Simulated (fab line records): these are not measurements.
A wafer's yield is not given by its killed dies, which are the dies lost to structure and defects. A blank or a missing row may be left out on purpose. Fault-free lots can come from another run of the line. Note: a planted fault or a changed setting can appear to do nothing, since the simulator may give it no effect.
The same fault as seen by 2 desks ; flow sky130 ; what lay behind the numbers comes last; until then each desk has only its own

THE METROLOGY DESK
Lot by lot, what the gauges showed, no matter which tool ran the lot: averages of those sampled wafers that carry a number. The brackets show how far a lot's mean lies from the usual mean; more than 4 standard deviations puts the lot out of limits, marked OUT.
Columns: A = SONOS_TUNNEL_TW at SKY_SONOS_TUNNEL_TW_MEAS_12, usual 196.3; B = cd nm at SKY_SD_N_CD_MEAS_07, usual 380.6 nm
lot;first seen here;A;B
L919;day 11 14:24;193.7;378.1
L920;day 11 18:03;193.6;381.1
L921;day 12 01:20;181.2 (-8.4) OUT;381.1
L922;day 12 16:35;184.4 (-6.6) OUT;378.5
L931;day 15 12:47;195.5;382.4
L932;day 15 21:32;196.0;380.4
L935;day 16 19:09;193.9;380.8
L937;day 17 06:25;195.4;381.7
L938;day 17 18:57;195.1;381.0
L939;day 18 01:09;194.2;378.8
L940;day 18 08:10;197.7;381.3
L941;day 18 19:26;197.5;379.9
L942;day 19 04:53;200.2;379.6
Finding of this desk: L921, L922 out of limits, first seen on L921 at day 12 01:20 (SONOS_TUNNEL_TW at SKY_SONOS_TUNNEL_TW_MEAS_12). L919, L920, L931, L932, L935, L937, L938, L939, L940, L941, L942: within limits.

TOOL OWNER'S DESK, implanter-01
The tool's own readings at SKY_SONOS_TUNNEL_IMPLANT_09, given as means over the sampled wafers that have a number, one for each lot that went through this tool. The brackets show how far a lot's mean lies from the usual mean; more than 4 standard deviations puts the lot out of limits, marked OUT.
Columns: A = beam on s at SKY_SONOS_TUNNEL_IMPLANT_09, usual 10.01 s; B = faraday current uA at SKY_SONOS_TUNNEL_IMPLANT_09, usual 5.64
lot;first seen here;A;B
L919;day 11 14:00;9.98;5.65
L920;day 11 17:39;9.93;5.67
L921;day 12 00:55;7.80 (-12) OUT;7.25 (+15) OUT
L922;day 12 16:10;7.74 (-12) OUT;7.30 (+15) OUT
L935;day 16 18:46;9.86;5.73
This desk's verdict: out of limits on L921, L922, starting with L921 at day 12 00:55 (beam on s at SKY_SONOS_TUNNEL_IMPLANT_09). L919, L920, L935: within limits.

PUT TOGETHER
The tool owner's desk had the chance to raise an alarm at day 12 00:55 on L921, L922.
Metrology desk: alarm possible at day 12 01:20 on L921, L922.
On implanter-01, each named lot ran SKY_SONOS_TUNNEL_IMPLANT_09.

WHAT THE SIMULATOR PUT IN
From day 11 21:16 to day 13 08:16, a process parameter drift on implanter-01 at SKY_SONOS_TUNNEL_IMPLANT_09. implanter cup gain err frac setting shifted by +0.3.
Lots struck among those shown: L921, L922.
Hours from the fault's start to each desk's first reading out of limits: the tool owner's desk, 4; the metrology desk, 4.
